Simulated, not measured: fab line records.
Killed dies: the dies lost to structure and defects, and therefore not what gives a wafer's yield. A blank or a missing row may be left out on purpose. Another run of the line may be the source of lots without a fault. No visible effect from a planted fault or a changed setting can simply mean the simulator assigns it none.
Which of the tools did it? || flow sky130 || Sampling: 12 lots, 36 wafers, 4 of 708 route steps

WHAT THE GAUGES READ, wafer by wafer
SKY_NWELL_THK_MEAS_02.
{"lot": "L221", "measured": "day 2 18:16", "on": "film metro-01", "NWELL_OXIDATION_THK (nm)": "9.74 10.03 9.84"}
{"lot": "L222", "measured": "day 2 22:37", "on": "film metro-01", "NWELL_OXIDATION_THK (nm)": "10.17 10.28 10.31"}
{"lot": "L223", "measured": "day 3 04:11", "on": "film metro-04", "NWELL_OXIDATION_THK (nm)": "9.98 9.95 10.10"}
{"lot": "L224", "measured": "day 3 11:22", "on": "film metro-02", "NWELL_OXIDATION_THK (nm)": "10.19 10.20 10.24"}
{"lot": "L230", "measured": "day 4 17:53", "on": "film metro-04", "NWELL_OXIDATION_THK (nm)": "10.37 10.24 10.17"}
{"lot": "L232", "measured": "day 5 02:31", "on": "film metro-04", "NWELL_OXIDATION_THK (nm)": "10.16 10.17 10.18"}
{"lot": "L233", "measured": "day 5 05:16", "on": "film metro-02", "NWELL_OXIDATION_THK (nm)": "10.07 10.02 9.97"}
{"lot": "L234", "measured": "day 5 15:50", "on": "film metro-01", "NWELL_OXIDATION_THK (nm)": "10.13 10.00 9.98"}
{"lot": "L235", "measured": "day 5 21:29", "on": "film metro-04", "NWELL_OXIDATION_THK (nm)": "10.04 10.10 10.07"}
{"lot": "L241", "measured": "day 7 05:49", "on": "film metro-01", "NWELL_OXIDATION_THK (nm)": "10.26 10.29 10.27"}
{"lot": "L242", "measured": "day 7 07:16", "on": "film metro-04", "NWELL_OXIDATION_THK (nm)": "10.06 10.18 10.00"}
{"lot": "L243", "measured": "day 7 18:43", "on": "film metro-04", "NWELL_OXIDATION_THK (nm)": "10.02 9.95 9.86"}

SKY_SONOS_TUNNEL_TW_MEAS_12.
{"lot": "L221", "measured": "day 11 13:28", "on": "film metro-02", "SONOS_TUNNEL_TW": "193.8 194.8 196.0"}
{"lot": "L222", "measured": "day 11 23:02", "on": "film metro-02", "SONOS_TUNNEL_TW": "195.7 196.5 196.5"}
{"lot": "L223", "measured": "day 12 05:53", "on": "film metro-02", "SONOS_TUNNEL_TW": "195.7 194.5 195.7"}
{"lot": "L224", "measured": "day 12 17:10", "on": "film metro-04", "SONOS_TUNNEL_TW": "196.4 197.3 196.9"}
{"lot": "L230", "measured": "day 14 15:59", "on": "film metro-02", "SONOS_TUNNEL_TW": "194.6 194.9 195.0"}
{"lot": "L232", "measured": "day 15 15:46", "on": "film metro-02", "SONOS_TUNNEL_TW": "196.0 196.2 195.0"}
{"lot": "L233", "measured": "day 15 08:13", "on": "film metro-04", "SONOS_TUNNEL_TW": "197.2 197.4 196.3"}
{"lot": "L234", "measured": "day 16 03:42", "on": "film metro-02", "SONOS_TUNNEL_TW": "195.5 195.4 195.5"}
{"lot": "L235", "measured": "day 16 09:39", "on": "film metro-02", "SONOS_TUNNEL_TW": "196.5 195.5 195.4"}
{"lot": "L241", "measured": "day 18 14:40", "on": "film metro-03", "SONOS_TUNNEL_TW": "195.8 196.8 195.3"}
{"lot": "L242", "measured": "day 18 16:43", "on": "film metro-04", "SONOS_TUNNEL_TW": "197.6 197.9 198.0"}
{"lot": "L243", "measured": "day 19 11:45", "on": "film metro-02", "SONOS_TUNNEL_TW": "195.4 195.1 196.0"}

SKY_SONOS_ONO_THK_MEAS_05.
{"lot": "L221", "measured": "day 11 19:48", "on": "film metro-01", "SONOS_ONO_CVD_04_THK (nm)": "5.79 5.75 5.86"}
{"lot": "L222", "measured": "day 12 05:50", "on": "film metro-03", "SONOS_ONO_CVD_04_THK (nm)": "5.91 5.85 5.81"}
{"lot": "L223", "measured": "day 12 10:57", "on": "film metro-01", "SONOS_ONO_CVD_04_THK (nm)": "5.79 5.81 5.85"}
{"lot": "L224", "measured": "day 12 23:26", "on": "film metro-04", "SONOS_ONO_CVD_04_THK (nm)": "5.66 5.79 5.66"}
{"lot": "L230", "measured": "day 14 21:11", "on": "film metro-01", "SONOS_ONO_CVD_04_THK (nm)": "5.74 5.88 5.84"}
{"lot": "L232", "measured": "day 16 02:31", "on": "film metro-03", "SONOS_ONO_CVD_04_THK (nm)": "6.89 7.03 7.09"}
{"lot": "L233", "measured": "day 15 14:10", "on": "film metro-01", "SONOS_ONO_CVD_04_THK (nm)": "5.93 5.82 5.98"}
{"lot": "L234", "measured": "day 16 08:17", "on": "film metro-04", "SONOS_ONO_CVD_04_THK (nm)": "6.72 6.78 6.84"}
{"lot": "L235", "measured": "day 16 13:46", "on": "film metro-03", "SONOS_ONO_CVD_04_THK (nm)": "6.95 7.02 7.00"}
{"lot": "L241", "measured": "day 18 19:44", "on": "film metro-03", "SONOS_ONO_CVD_04_THK (nm)": "5.61 5.60 5.66"}
{"lot": "L242", "measured": "day 18 23:23", "on": "film metro-01", "SONOS_ONO_CVD_04_THK (nm)": "5.77 5.73 5.78"}
{"lot": "L243", "measured": "day 19 15:35", "on": "film metro-03", "SONOS_ONO_CVD_04_THK (nm)": "5.86 5.77 5.93"}

WHAT TOOL EACH LOT RAN ON (gives the tool, then ch and the chambers of the sampled wafers, and finally the start)
{"lot": "L221", "SKY_SONOS_ONO_CVD_04": "lpcvd-03 ch 0, day 11 18:33"}
{"lot": "L222", "SKY_SONOS_ONO_CVD_04": "lpcvd-03 ch 1, day 12 04:34"}
{"lot": "L223", "SKY_SONOS_ONO_CVD_04": "lpcvd-03 ch 0, day 12 09:42"}
{"lot": "L224", "SKY_SONOS_ONO_CVD_04": "lpcvd-03 ch 0, day 12 22:11"}
{"lot": "L230", "SKY_SONOS_ONO_CVD_04": "lpcvd-03 ch 0, day 14 19:19"}
{"lot": "L232", "SKY_SONOS_ONO_CVD_04": "lpcvd-03 ch 0, day 15 23:41"}
{"lot": "L233", "SKY_SONOS_ONO_CVD_04": "lpcvd-03 ch 1, day 15 12:55"}
{"lot": "L234", "SKY_SONOS_ONO_CVD_04": "lpcvd-03 ch 0, day 16 07:01"}
{"lot": "L235", "SKY_SONOS_ONO_CVD_04": "lpcvd-03 ch 1, day 16 12:31"}
{"lot": "L241", "SKY_SONOS_ONO_CVD_04": "lpcvd-03 ch 0, day 18 17:51"}
{"lot": "L242", "SKY_SONOS_ONO_CVD_04": "lpcvd-03 ch 1, day 18 21:29"}
{"lot": "L243", "SKY_SONOS_ONO_CVD_04": "lpcvd-03 ch 0, day 19 14:19"}
- SKY_SONOS_ONO_CVD_04: deposits SiO2 from SiH4/N2O, target thk 5.7199 nm.

WHAT THE TOOLS THEMSELVES READ (means of the sampled wafers that have a number; where no wafer has one, the mark that the record gives instead)
SKY_SONOS_ONO_CVD_04.
{"lot": "L221", "tool": "lpcvd-03", "spike tc bottom C (C)": 916.9, "spike tc centre C (C)": 901.2, "spike tc lower C (C)": 898.6, "spike tc top C (C)": 911.7, "spike tc upper C (C)": 898.5, "susceptor temp C (C)": 899.9}
{"lot": "L222", "tool": "lpcvd-03", "spike tc bottom C (C)": 918.6, "spike tc centre C (C)": 901.8, "spike tc lower C (C)": 900.1, "spike tc top C (C)": 913.6, "spike tc upper C (C)": 899.3, "susceptor temp C (C)": 900.0}
{"lot": "L223", "tool": "lpcvd-03", "spike tc bottom C (C)": 917.4, "spike tc centre C (C)": 900.6, "spike tc lower C (C)": 898.8, "spike tc top C (C)": 910.8, "spike tc upper C (C)": 898.9, "susceptor temp C (C)": 900.3}
{"lot": "L224", "tool": "lpcvd-03", "spike tc bottom C (C)": 917.6, "spike tc centre C (C)": 900.7, "spike tc lower C (C)": 898.2, "spike tc top C (C)": 910.5, "spike tc upper C (C)": 898.6, "susceptor temp C (C)": 899.7}
{"lot": "L230", "tool": "lpcvd-03", "spike tc bottom C (C)": 917.1, "spike tc centre C (C)": 900.4, "spike tc lower C (C)": 899.6, "spike tc top C (C)": 909.8, "spike tc upper C (C)": 899.4, "susceptor temp C (C)": 900.0}
{"lot": "L232", "tool": "lpcvd-03", "spike tc bottom C (C)": 927.5, "spike tc centre C (C)": 913.2, "spike tc lower C (C)": 909.1, "spike tc top C (C)": 922.1, "spike tc upper C (C)": 910.5, "susceptor temp C (C)": 911.6}
{"lot": "L233", "tool": "lpcvd-03", "spike tc bottom C (C)": 918.5, "spike tc centre C (C)": 902.6, "spike tc lower C (C)": 900.9, "spike tc top C (C)": 914.0, "spike tc upper C (C)": 900.4, "susceptor temp C (C)": 900.3}
{"lot": "L234", "tool": "lpcvd-03", "spike tc bottom C (C)": 927.6, "spike tc centre C (C)": 912.7, "spike tc lower C (C)": 909.7, "spike tc top C (C)": 922.3, "spike tc upper C (C)": 910.9, "susceptor temp C (C)": 912.2}
{"lot": "L235", "tool": "lpcvd-03", "spike tc bottom C (C)": 929.9, "spike tc centre C (C)": 914.0, "spike tc lower C (C)": 912.2, "spike tc top C (C)": 925.5, "spike tc upper C (C)": 911.8, "susceptor temp C (C)": 911.2}
{"lot": "L241", "tool": "lpcvd-03", "spike tc bottom C (C)": 916.9, "spike tc centre C (C)": 901.4, "spike tc lower C (C)": 899.1, "spike tc top C (C)": 911.1, "spike tc upper C (C)": 899.0, "susceptor temp C (C)": 900.4}
{"lot": "L242", "tool": "lpcvd-03", "spike tc bottom C (C)": 918.0, "spike tc centre C (C)": 901.6, "spike tc lower C (C)": 901.2, "spike tc top C (C)": 912.9, "spike tc upper C (C)": 901.1, "susceptor temp C (C)": 900.3}
{"lot": "L243", "tool": "lpcvd-03", "spike tc bottom C (C)": 916.8, "spike tc centre C (C)": 901.6, "spike tc lower C (C)": 899.1, "spike tc top C (C)": 910.1, "spike tc upper C (C)": 898.5, "susceptor temp C (C)": 899.9}

THE ANSWER, worked out from the rows above alone
Rule: usual is defined by the lots themselves. The widest of any qualifying gaps counts: lots, ordered by their means at a reading, are off when they make up no more than a third of the lots, leave a main group of 4 or more, and stand apart from it by 3 or more times the standard deviation of that group's means. The tables above print the reading to a certain number of digits; a main group whose means all agree to those digits is not used. A lot without any number at a reading at which 4 lots or more have one is off too. Where the step has rows for the other lots, those lots are counted as sound. The gauges are gone through in route order, then the tools' own readings, and for those a lot's mean is taken as printed above. The first step at which some lot is off is used, and at that step the reading that is off furthest; a lot without a number counts as furthest.
Off: L232, L234, L235, at SKY_SONOS_ONO_THK_MEAS_05 (SONOS_ONO_CVD_04_THK). The main group: mean 5.79 nm, standard deviation 0.082.
If a tool, at a process step before that reading, ran all the lots that are off and no sound lot after the first of them, it fits. Not tried: the gauges at SKY_SONOS_ONO_THK_MEAS_05; whatever is off there is also off at SKY_SONOS_ONO_CVD_04, on other tools, and gauge error can't account for it. Of those tried, none fits.

WHAT THE SIMULATOR HAD INSERTED
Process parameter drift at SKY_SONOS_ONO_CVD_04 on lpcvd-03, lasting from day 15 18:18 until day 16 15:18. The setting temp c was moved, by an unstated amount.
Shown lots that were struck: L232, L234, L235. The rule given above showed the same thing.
